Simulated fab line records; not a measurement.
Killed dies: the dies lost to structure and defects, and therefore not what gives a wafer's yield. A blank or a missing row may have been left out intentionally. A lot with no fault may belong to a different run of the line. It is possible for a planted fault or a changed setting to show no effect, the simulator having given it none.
Which of the tools did it? / flow gf180mcu / at 1 step of a route of 602, 6 lots with 18 wafers sampled

WHAT EACH GAUGE READ, for each wafer
GF_M5_OVL_MEAS_08.
lot=L973; measured=day 26 13:34; on=overlay-01; M5_OVL (nm)=-1 0 -6
lot=L975; measured=day 27 09:35; on=overlay-01; M5_OVL (nm)=0 2 -4
lot=L977; measured=day 27 21:45; on=overlay-02; M5_OVL (nm)=4 2 2
lot=L982; measured=day 29 11:53; on=overlay-02; M5_OVL (nm)=-2 11 -3
lot=L987; measured=day 30 20:14; on=overlay-01; M5_OVL (nm)=-2 -6 -13
lot=L993; measured=day 32 09:14; on=overlay-01; M5_OVL (nm)=-7 -14 -3

EACH LOT AND THE TOOL THAT RAN IT (in order: tool; ch and the chambers of the sampled wafers; start)
The record holds no process step before these readings.

THE ANSWER, worked out from the rows above alone
Rule: what is usual is taken from the lots themselves. The widest of any qualifying gaps counts: lots, ordered by their means at a reading, are off when they make up no more than a third of the lots, leave a main group of 4 or more, and stand apart from it by 3 or more times the standard deviation of that group's means. A main group is skipped when, at the precision printed for the reading in the tables above, its means are all equal. Also off: a lot with no number at a reading for which 4 or more lots have one. The other lots that the step has rows for count as sound.
No lot is off on any of the readings shown, so nothing can be concluded from this.

WHAT WAS PUT IN BY THE SIMULATOR
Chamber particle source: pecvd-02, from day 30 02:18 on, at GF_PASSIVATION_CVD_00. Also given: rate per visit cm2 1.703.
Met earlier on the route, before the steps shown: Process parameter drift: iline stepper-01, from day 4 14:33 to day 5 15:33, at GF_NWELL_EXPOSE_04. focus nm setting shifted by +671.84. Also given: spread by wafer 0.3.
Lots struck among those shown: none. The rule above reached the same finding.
